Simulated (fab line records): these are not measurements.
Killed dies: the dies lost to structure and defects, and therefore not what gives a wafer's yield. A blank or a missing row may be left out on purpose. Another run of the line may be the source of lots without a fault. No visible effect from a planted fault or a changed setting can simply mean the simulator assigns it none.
Struck lot and sound lot, side by side | flow gf180mcu | 21 steps out of a route of 602
Sound: wafers L872.1, L872.2, L872.4. Wafers struck: L879.1, L879.2, L879.4. The cause is named last.
Per side, at each step with rows, come the tool, then ch with its chambers, and then its first start. Under that, the readings that differ: sound wafers | struck wafers | difference of the means | sigmas: that difference in standard deviations of wafers without a fault.
alike: a reading whose means differ by less than 2 such deviations, as well as words and numbers matching on both sides. not compared: withheld readings; readings where some wafer has no value; bounds like >300 that might hide an equal value; numbers whose values overlap and for which the record gives no deviation.
A row with sigmas, a row that says differs or no value, or rows on one side alone: a step with any of these is where the two part. Numbers that have no deviation but don't overlap get no sigmas and don't part them. Lack of a reading on every wafer of one side parts them only where that side has two or more wafers.

first, 2 steps without rows for these wafers: GF_M5_CLEAN_13 (cleans in DIW); GF_V5_CVD_00 (deposits SiO2, target thk 300 nm, time 50 s).
GF_V5_THK_MEAS_01:
  sound on film-metro-04, day 26 09:17; struck on film-metro-01, day 28 16:04
  alike: V5_CVD_00_THK
GF_V5_CVD_02: deposits SiO2 from TEOS, target thk 1450 nm, time 163.28 s.
  sound on pecvd-03 ch 0,1,2, day 26 09:20; struck on pecvd-02 ch 0,1, day 28 16:08
  alike: heater-power-w
GF_V5_THK_MEAS_03:
  sound on film-metro-03, day 26 09:26; struck on film-metro-01, day 28 16:14
  alike: V5_CVD_02_THK
GF_V5_CMP_04: polishes SiO2.
  sound on cmp-01 ch 0,1,3, day 26 09:33; struck on cmp-01 ch 0,2,3, day 28 16:18
  alike: motor-current-A
GF_V5_BOW_MEAS_05:
  sound on film-metro-03, day 26 09:48; struck on film-metro-01, day 28 16:36
  alike: V5_BOW
then, 5 steps without rows for these wafers: GF_V5_DEHYDRATE_06 (time 60 s); GF_V5_HMDS_07 (prime time 60 s); GF_V5_COAT_08; GF_V5_COAT_09 (resist thk 1000 nm); GF_V5_SOFTBAKE_10 (time 60 s).
GF_V5_EXPOSE_11: exposes mask Via5, target cd 260 nm.
  sound on krf-scanner-02 ch 0, day 26 20:38; struck on krf-scanner-02 ch 0, day 29 02:28
  reading              | sound             | struck            | difference | sigmas
  exposure-dose-mJ-cm2 | 38.02 37.95 37.99 | 47.65 47.65 47.63 | +9.66      | +99 or more
  alike: mask
then, 2 steps without rows for these wafers: GF_V5_PEB_12 (peb time 90 s); GF_V5_DEVELOP_13 (develop time 60 s).
GF_V5_CD_MEAS_14 targets a cd of 260 nm.
  sound on cd-sem-02, day 27 06:17; struck on cd-sem-01, day 29 11:41
  reading    | sound             | struck            | difference | sigmas
  cd-nm (nm) | 259.9 260.0 259.9 | 292.8 294.2 294.0 | +33.7      | +31
GF_V5_OVL_MEAS_15:
  sound on overlay-02, day 27 06:24; struck on overlay-01, day 29 11:48
  alike: V5_OVL
GF_V5_ETCH_16: etches BARC in N2/H2.
  sound on rie-diel-03 ch 0,2,3, day 27 06:26; struck on rie-diel-03 ch 0,2,3, day 29 11:50
  reading             | sound             | struck            | difference | sigmas
  model.V5.cd-nm (nm) | 260.8 260.6 260.3 | 293.9 294.3 293.7 | +33.4      |
  alike: bias-w, drypump-motor-current-A, oes-product-au, throttle-valve-pct
GF_V5_ETCH_17: etches SiO2 in C4F8/O2/Ar, stops on TiN, target depth 855 nm.
  sound on rie-diel-03 ch 0,2,3; struck on rie-diel-03 ch 0,2,3
  reading             | sound             | struck          | difference | sigmas
  model.V5.cd-nm (nm) | 259.4 260.7 259.1 | 292.9 295 293.3 | +34.0      |
  alike: bias-w, oes-product-au
GF_V5_STRIP_18: strips in O2/N2.
  sound on plasma-asher-02 ch 0,1, day 27 06:35; struck on plasma-asher-02 ch 0,1, day 29 11:59
  alike: drypump-motor-current-A, heater-power-w, o2-flow-sccm, oes-product-au
  not compared: rf-hours-counter-h
GF_PASSIVATION_PROBE_99:
  sound on prober-01, day 29 02:29; struck on prober-02, day 31 04:53
  reading                       | sound            | struck            | difference | sigmas
  model.etest.via5-chain.rc-ohm | 7.138 6.704 7.31 | 5.611 5.389 5.565 | -1.529     |

## WHERE THEY PART
Last at GF_V5_CD_MEAS_14 as far as this record goes, first at GF_V5_EXPOSE_11. Later steps at which nothing parts them and some readings are alike: GF_V5_OVL_MEAS_15, GF_V5_ETCH_16, GF_V5_ETCH_17, GF_V5_STRIP_18.

WHY: what had been put in by the simulator
Process parameters drifting: krf-scanner-02 at GF_V5_EXPOSE_11, beginning at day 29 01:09. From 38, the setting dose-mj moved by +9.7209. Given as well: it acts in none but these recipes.
